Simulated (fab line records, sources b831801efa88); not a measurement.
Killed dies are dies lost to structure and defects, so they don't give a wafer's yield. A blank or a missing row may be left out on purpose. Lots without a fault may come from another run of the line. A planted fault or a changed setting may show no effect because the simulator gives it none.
One fault seen from 2 desks | flow sky130 | each desk has only its own numbers; what lay behind them comes last

THE TOOL OWNER'S DESK: krf_scanner-02
The tool's own readings at SKY_VIA2_EXPOSE_09 (exposes mask VIM2, target cd 200 nm): means of the sampled wafers that have a number, for each lot that ran on this tool. A lot is out of limits, marked OUT, if its mean lies more than 4 standard deviations from the usual mean; the brackets give that distance.
Columns: A = exposure_dose_mJ_cm2 at SKY_VIA2_EXPOSE_09, usual 38.07; B = focus_offset_nm at SKY_VIA2_EXPOSE_09, usual 0.0 nm
lot  | first seen here | A     | B
L200 | day 36 13:09    | 38.19 | 0.2
L205 | day 38 03:46    | 38.15 | -0.1
L211 | day 40 00:05    | 38.16 | -0.3
L213 | day 40 21:13    | 38.13 | 0.6
L218 | day 42 02:15    | 38.10 | 0.2
L222 | day 42 19:26    | 38.16 | -0.3
This desk's finding: nothing out of limits on any of the 6 lots.

THE METROLOGY DESK
What the gauges read, lot by lot, whatever tool the lot ran on: means of the sampled wafers that have a number. A lot is out of limits, marked OUT, if its mean lies more than 4 standard deviations from the usual mean; the brackets give that distance.
Columns: A = VIA2_HDPCVD_THK at SKY_VIA2_THK_MEAS_01, usual 1192 nm
lot  | first seen here | A
L199 | day 35 14:44    | 1180
L200 | day 35 23:16    | 1184
L201 | day 36 09:37    | 1186
L202 | day 36 23:37    | 1187
L203 | day 37 07:51    | 1200
L205 | day 37 14:49    | 1186
L210 | day 39 08:56    | 1200
L211 | day 39 10:44    | 1182
L213 | day 40 09:07    | 1190
L217 | day 41 03:29    | 1206
L219 | day 41 11:57    | 1203
L218 | day 41 13:22    | 1194
L221 | day 42 05:32    | 1197
L222 | day 42 06:43    | 1205
This desk's finding: nothing out of limits on any of the 14 lots.

PUT TOGETHER
The tool owner's desk saw nothing out of limits.
The metrology desk saw nothing out of limits.

WHAT THE SIMULATOR HAD PUT IN
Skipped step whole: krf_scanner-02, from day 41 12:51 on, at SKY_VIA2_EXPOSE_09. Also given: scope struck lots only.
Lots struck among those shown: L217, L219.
